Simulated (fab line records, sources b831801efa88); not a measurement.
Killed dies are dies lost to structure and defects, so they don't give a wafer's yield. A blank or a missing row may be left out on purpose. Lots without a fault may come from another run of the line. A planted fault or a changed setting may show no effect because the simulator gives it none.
A struck lot beside a sound one | flow sky130 | 15 steps out of a route of 708
Sound: wafers L402.3, L402.5, L402.6. Struck: wafer L409.1. The cause comes at the end.
At each step with rows: each side's tool, then ch and its chambers, then its first start. Under that, the readings that differ: sound wafers | struck wafers | difference of the means | sigmas: that difference in standard deviations of wafers without a fault.
alike: readings whose means differ by less than 2 such deviations, and words and numbers that are the same on both sides. not compared: withheld readings, readings that some wafer has no value for, bounds like >300 that may hide the same value, and numbers for which the record gives no deviation and whose values overlap.
The two part at a step that has a row with sigmas, a row that says differs or no value, or rows on one side only. Numbers that don't overlap but have no deviation are shown without sigmas and don't part them. A reading that every wafer of one side lacks parts them only if that side has two wafers or more.

first, 1 step without rows for these wafers: SKY_VIA4_DEVELOP_10 (develop time 60 s).
SKY_VIA4_OVL_MEAS_11:
  sound on overlay-02, day 44 14:04; struck on overlay-02, day 45 20:44
  alike: VIA4_OVL
SKY_VIA4_ETCH_12: etches SiO2 in C4F8/O2/Ar, stops on TiN, target depth 580 nm.
  sound on rie_diel-02 ch 2,3, day 44 14:05; struck on rie_diel-02 ch 1, day 45 20:47
  alike: oes_product_au
then, 4 steps without rows for these wafers: SKY_VIA4_STRIP_13 (strips in O2/N2); SKY_VIA4_STRIP_14 (strips in post etch residue remover, time 1200 s); SKY_VIA4_CLEAN_15 (cleans in IPA, time 180 s); SKY_VIA4_CLEAN_16 (cleans in O3/DIW).
SKY_VIA4_SPUTTER_17: material TiN, target thk 20 nm, time 80 s.
  sound on pvd_sputter-02, day 44 14:46; struck on pvd_sputter-02, day 45 21:47
  alike: cathode_dc_power_W, throttle_valve_pct
SKY_VIA4_CVD_18: deposits W, target thk 505 nm, time 152.14 s.
  sound on cvd_w-01 ch 0,1, day 44 14:52; struck on cvd_w-02 ch 1, day 45 21:51
  alike: chamber_pressure_Torr, heater_power_w
SKY_VIA4_RS_MEAS_19: measures by four-point-probe.
  sound on film_metro-04, day 44 15:01; struck on film_metro-03, day 45 22:00
  alike: VIA4_W_RS
SKY_VIA4_THK_MEAS_20: measures by xrf.
  sound on film_metro-04, day 44 15:07; struck on film_metro-03, day 45 22:07
  alike: VIA4_W_THK
SKY_VIA4_CMP_21: polishes, stops on SiO2, t overpolish 25 s, target thk 0 nm.
  sound on cmp-01 ch 1,2,3, day 44 15:18; struck on cmp-02 ch 2, day 45 22:14
  alike: motor_current_A, overpolish_run_s, time_to_endpoint_s
SKY_METAL5_SPUTTER_00: material Ti, target thk 15 nm, time 10 s.
  sound on pvd_sputter-01, day 44 15:27; struck on pvd_sputter-01, day 45 22:29
  reading                                   | sound                | struck | difference | sigmas
  cathode_dc_power_W (W)                    | 3000.9 3000.1 3000.7 | 3216.8 | +216.2     | +99 or more
  model.Ti_of_METAL5_SPUTTER_00.thk_nm (nm) | 15.2 14.96 14.89     | 16     | +1         |
  alike: throttle_valve_pct
SKY_METAL5_SPUTTER_01: material TiN, target thk 20 nm, time 16.26 s.
  sound on pvd_sputter-01, day 44 15:28; struck on pvd_sputter-01, day 45 22:30
  alike: cathode_dc_power_W, throttle_valve_pct
then, 1 step without rows for these wafers: SKY_PAD_OPEN_PROBE_99.

WHERE THEY PART
Only at SKY_METAL5_SPUTTER_00, within this record. Later steps at which nothing parts them and some readings are alike: SKY_METAL5_SPUTTER_01.

WHY: what the simulator had put in
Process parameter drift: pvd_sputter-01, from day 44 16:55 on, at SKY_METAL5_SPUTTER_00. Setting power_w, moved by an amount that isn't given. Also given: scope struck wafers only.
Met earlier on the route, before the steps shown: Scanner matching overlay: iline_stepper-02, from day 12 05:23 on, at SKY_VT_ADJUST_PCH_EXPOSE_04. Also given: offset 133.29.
